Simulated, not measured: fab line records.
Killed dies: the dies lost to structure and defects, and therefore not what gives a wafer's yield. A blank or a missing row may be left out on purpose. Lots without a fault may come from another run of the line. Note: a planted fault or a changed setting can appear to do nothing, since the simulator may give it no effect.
Chamber matching | flow sfq line | cmp-02 running SFQ_TRILAYER_I0_CMP_CMP_028: 4 sister chambers
The step polishes SiO2. 8 wafers are shown with their chamber, then 7 later ones without.

WAFERS PAIRED WITH THEIR CHAMBERS
wafer  | chamber | motor current A (A) | time to endpoint s (s)
L509.2 | 2       | 9.3                 | 219
L509.4 | 3       | 10.5                | 216
L509.3 | 1       | 11.0                | 218
L510.2 | 2       | 9.7                 | 209
L510.5 | 0       | 10.4                | 213
L510.6 | 3       | 11.0                | 219
L516.2 | 1       | 11.5                | 206
L516.3 | 0       | 10.0                | 224

WAFERS WITH NO CHAMBER GIVEN
wafer  | motor current A (A) | time to endpoint s (s)
L516.4 | 10.1                | 221
L524.1 | 10.1                | 214
L524.5 | 8.6                 | 219
L524.6 | 10.8                | 198
L525.1 | 9.4                 | 210
L525.4 | 10.0                | 206
L525.5 | 9.0                 | 213

WHICH CHAMBER EACH ONE RAN IN
wafer  | from the rows above          | in truth
L516.4 | can't be placed: 0 or 3 or 2 | 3
L524.1 | can't be placed: 0 or 2 or 3 | 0
L524.5 | 2                            | 2
L524.6 | can't be placed: 1 or 3 or 0 | 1
L525.1 | 2                            | 2
L525.4 | can't be placed: 0 or 2 or 3 | 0
L525.5 | 2                            | 2
3 of 7 placed correctly. Can't be placed from these rows: 4 (the true chamber is among the candidates in 4). Placed wrongly: 0.
How it was worked out, from the rows above alone: a wafer's distance from a chamber is the root of the sum, over the readings, of the square of ((its reading less the chamber's mean) divided by the reading's scatter). If the next closest chamber is less than 2 further off than the closest, the wafer can't be placed; otherwise it belongs to the closest. For every chamber, the mean is computed from those of its wafers that are shown. How the scatter is found: for the shown wafers, subtract from each reading the mean of its chamber, square and add these, divide the total by (wafers less chambers), then take the root.
